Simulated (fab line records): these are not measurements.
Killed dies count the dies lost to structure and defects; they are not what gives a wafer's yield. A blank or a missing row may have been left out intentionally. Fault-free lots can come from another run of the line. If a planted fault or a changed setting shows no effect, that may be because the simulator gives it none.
The tool behind it: which one?    flow gf180mcu    Sampling: 7 lots, 21 wafers, 2 of 602 route steps

== WHAT THE GAUGES READ, wafer by wafer ==
GF_LVPWELL_TW_MEAS_11.
lot   measured     on             LVPWELL_TW
L425  day 4 03:29  film metro-03  556 556 558
L427  day 4 13:31  film metro-03  554 558 556
L430  day 5 06:17  film metro-03  558 560 559
L437  day 6 21:58  film metro-04  556 556 556
L439  day 7 10:32  film metro-04  550 551 554
L445  day 8 20:53  film metro-04  553 551 552
L447  day 9 06:28  film metro-04  551 551 554

== WHAT TOOL EACH LOT RAN ON (gives the tool, then ch and the chambers of the sampled wafers, and finally the start) ==
lot   GF_STI_CMP_25
L425  cmp-01 ch 1,2, day 2 09:22
L427  cmp-02 ch 1,2, day 2 19:22
L430  cmp-02 ch 0,1,2, day 3 10:07
L437  cmp-02 ch 1,2,3, day 4 22:05
L439  cmp-01 ch 0,1,2, day 5 10:59
L445  cmp-01 ch 1,2,3, day 6 17:10
L447  cmp-01 ch 0,2,3, day 7 01:56
- GF_STI_CMP_25: polishes, stops on Si3N4, t overpolish 33 s, target thk 524.6 nm.

== THE ANSWER, worked out from the rows above alone ==
Rule: the usual values come from the lots themselves. Put in order of their means at a reading, lots are off if they are a third of the lots or fewer, leave a main group of 4 or more, and stand apart from it by a gap of 3 or more times the standard deviation of the main group's means; of several such gaps the widest counts. A main group is skipped when, at the precision printed for the reading in the tables above, its means are all equal. A lot without any number at a reading at which 4 lots or more have one is off too. Any other lot the step has rows for is counted as sound.
Nothing can be told from this: no lot is off at any reading shown.

== WHAT THE SIMULATOR HAD PUT IN ==
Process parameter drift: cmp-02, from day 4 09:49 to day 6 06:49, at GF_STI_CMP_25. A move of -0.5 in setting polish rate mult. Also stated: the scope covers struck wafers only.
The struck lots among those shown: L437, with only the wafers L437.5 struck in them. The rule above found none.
